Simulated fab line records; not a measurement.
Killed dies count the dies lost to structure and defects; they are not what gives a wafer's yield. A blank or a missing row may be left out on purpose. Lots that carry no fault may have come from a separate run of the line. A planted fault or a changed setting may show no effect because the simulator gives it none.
A struck lot beside a sound one    flow sky130    37 steps out of a route of 708
Sound: these wafers, L482.3, L482.4, L482.5. Wafers L480.1, L480.3, L480.6 were the ones struck. At the end, the cause is stated.
At each step with rows: each side's tool, then ch and its chambers, then its first start. Under that, the readings that differ: sound wafers    struck wafers    difference of the means    sigmas: that difference in standard deviations of wafers without a fault.
alike: readings whose means differ by less than 2 such deviations, and words and numbers that are the same on both sides. not compared: withheld readings, readings that some wafer has no value for, bounds like >300 that may hide the same value, and numbers for which the record gives no deviation and whose values overlap.
A row with sigmas, a row that says differs or no value, or rows on one side alone: a step with any of these is where the two part. Non-overlapping numbers with no deviation appear without sigmas and do not part them. Lack of a reading on every wafer of one side parts them only where that side has two or more wafers.

first, 10 steps without rows for these wafers: SKY_CAP2M_DEHYDRATE_05 (time 60 s); SKY_CAP2M_HMDS_06 (prime time 60 s); SKY_CAP2M_COAT_07 (resist thk 1140 nm); SKY_CAP2M_SOFTBAKE_08 (time 60 s); SKY_CAP2M_EXPOSE_09 (exposes mask CAP2M, target cd 1000 nm); SKY_CAP2M_PEB_10; SKY_CAP2M_DEVELOP_11 (develop time 60 s); SKY_CAP2M_METAL_ETCH_13 (etches TiN in Cl2/BCl3, stops on SiO2, target depth 220 nm, time 62.9 s); SKY_CAP2M_STRIP_14 (strips in O2/N2); SKY_CAP2M_STRIP_15 (strips in post etch residue remover, time 1200 s).
SKY_CAP2M_CLEAN_16: cleans in IPA, time 180 s.
  sound on wet_bench-02 ch 3, day 46 08:01; struck on wet_bench-03 ch 3, day 45 19:14
then, 25 steps without rows for these wafers: SKY_CAP2M_CLEAN_17 (cleans in O3/DIW); SKY_METAL4_DEHYDRATE_05 (time 60 s); SKY_METAL4_HMDS_06 (prime time 60 s); SKY_METAL4_COAT_07 (resist thk 60 nm); SKY_METAL4_COAT_08 (resist thk 1140 nm); SKY_METAL4_SOFTBAKE_09 (time 90 s); SKY_METAL4_EXPOSE_10 (exposes mask MM4, target cd 300 nm); SKY_METAL4_PEB_11; SKY_METAL4_DEVELOP_12 (develop time 60 s); SKY_METAL4_DESCUM_15 (chemistry O2, time 8 s); SKY_METAL4_ETCH_16 (etches BARC in N2/H2, stops on SiO2, time 88.2 s, target depth 60 nm); SKY_METAL4_ETCH_17 (etches SiO2 in C4F8/O2/Ar, stops on TiN, time 3.9 s, target depth 15 nm); SKY_METAL4_METAL_ETCH_18 (etches the open film in Cl2/BCl3, stops on SiO2, target depth 845 nm, time 183.1 s); SKY_METAL4_STRIP_19 (strips in O2/N2); SKY_METAL4_STRIP_20 (strips in post etch residue remover, time 1200 s); SKY_METAL4_CLEAN_21 (cleans in IPA, time 180 s); SKY_METAL4_CLEAN_22 (cleans in O3/DIW); SKY_VIA4_HDPCVD_00 (deposits SiO2, target thk 1750 nm, time 291.7 s); SKY_VIA4_CMP_02 (polishes SiO2); SKY_VIA4_DEHYDRATE_04 (time 60 s); SKY_VIA4_HMDS_05 (prime time 60 s); SKY_VIA4_COAT_06 (resist thk 1140 nm); SKY_VIA4_SOFTBAKE_07 (time 60 s); SKY_VIA4_EXPOSE_08 (exposes mask VIM4, target cd 800 nm); SKY_VIA4_PEB_09.
-- the record jumps here: 4 days lie between the struck wafers' starts before and after (it left off in module VIA4 and takes up again in module PAD_OPEN, whose first step shown is number 708 of the route) --
SKY_PAD_OPEN_PROBE_99:
  sound on prober-02, day 50 10:36; struck on prober-02, day 50 01:56
reading                                sound               struck             difference  sigmas
defect_limited_yield (%)               83.3 82.5 82.9      69.9 74.8 72.2     -10.6       -5
killed_at_other                        1 0 0               54 54 54           +54         +99 or more
killed_dies                            82 86 84            148 124 137        +52         +5
sort_bin_3_pad_short (%)               1.8 0.6 1.0         4.5 4.7 3.5        +3.1        +7
sort_bin_5_function (%)                9.8 9.8 9.6         18.9 15.0 16.5     +7.1        +5
sort_n_pass                            410 406 408         344 368 355        -52         -5
sort_yield_pct (%)                     83.3 82.5 82.9      69.9 74.8 72.2     -10.6       -5
model.etest.tester.sort_n_pass         410 406 408         344 368 355        -52         
model.etest.tester.sort_yield_pct (%)  83.33 82.52 82.93   69.92 74.8 72.15   -10.64      
model.etest.tester.sort_bin_5_pct (%)  9.756 9.756 9.553   18.9 15.04 16.46   +7.1        
model.etest.tester.sort_bin_3_pct (%)  1.829 0.6098 1.016  4.472 4.675 3.455  +3.049      
  alike: killed_at_M0_to_M3, killed_at_M4_up, killed_at_contacts, killed_at_front_end, killed_open, killed_short, sort_bin_6_memory

## WHERE THEY PART
Only at SKY_PAD_OPEN_PROBE_99, within this record.

WHY: what had been put in by the simulator
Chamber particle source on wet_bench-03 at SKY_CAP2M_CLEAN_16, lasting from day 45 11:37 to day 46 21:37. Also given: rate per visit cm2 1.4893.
